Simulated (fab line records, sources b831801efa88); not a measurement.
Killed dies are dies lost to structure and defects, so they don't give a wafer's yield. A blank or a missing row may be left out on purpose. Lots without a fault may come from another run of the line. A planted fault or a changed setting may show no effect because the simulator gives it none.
Which tool did it? | flow gf180mcu | 7 lots, 21 wafers sampled, at 2 steps of a route of 602

WHAT THE GAUGES READ, wafer by wafer
GF_CONTACT_THK_MEAS_01.
lot  | measured     | on            | CONTACT_CVD_00_THK (nm)
L722 | day 16 05:10 | film_metro-04 | 299 295 299
L724 | day 16 19:25 | film_metro-04 | 302 303 298
L726 | day 17 16:46 | film_metro-04 | 298 301 301
L729 | day 18 23:23 | film_metro-01 | 304 302 304
L731 | day 19 16:32 | film_metro-03 | 304 304 301
L733 | day 20 09:21 | film_metro-01 | 307 308 310
L739 | day 22 04:32 | film_metro-04 | 299 300 303

WHICH TOOL RAN EACH LOT (tool, then ch and the chambers of the sampled wafers, then the start)
lot  | GF_STI_WET_ETCH_26
L722 | wet_bench-04 ch 3, day 2 19:57
L724 | wet_bench-03 ch 2, day 3 06:07
L726 | wet_bench-04 ch 2, day 3 15:55
L729 | wet_bench-04 ch 2, day 4 08:43
L731 | wet_bench-01 ch 0, day 4 17:49
L733 | wet_bench-04 ch 0, day 5 06:09
L739 | wet_bench-03 ch 1, day 6 10:40
- GF_STI_WET_ETCH_26: etches SiO2 in dHF, target depth 94 nm, time 188 s.

THE ANSWER, worked out from the rows above alone
Rule: what is usual is taken from the lots themselves. Put in order of their means at a reading, lots are off if they are a third of the lots or fewer, leave a main group of 4 or more, and stand apart from it by a gap of 3 or more times the standard deviation of the main group's means; of several such gaps the widest counts. A main group whose means are all the same, to the digits that the tables above print for the reading, isn't used. A lot without any number at a reading at which 4 lots or more have one is off too. The other lots that the step has rows for count as sound.
No lot is off at any reading shown: from this, nothing can be told.

WHAT THE SIMULATOR HAD PUT IN
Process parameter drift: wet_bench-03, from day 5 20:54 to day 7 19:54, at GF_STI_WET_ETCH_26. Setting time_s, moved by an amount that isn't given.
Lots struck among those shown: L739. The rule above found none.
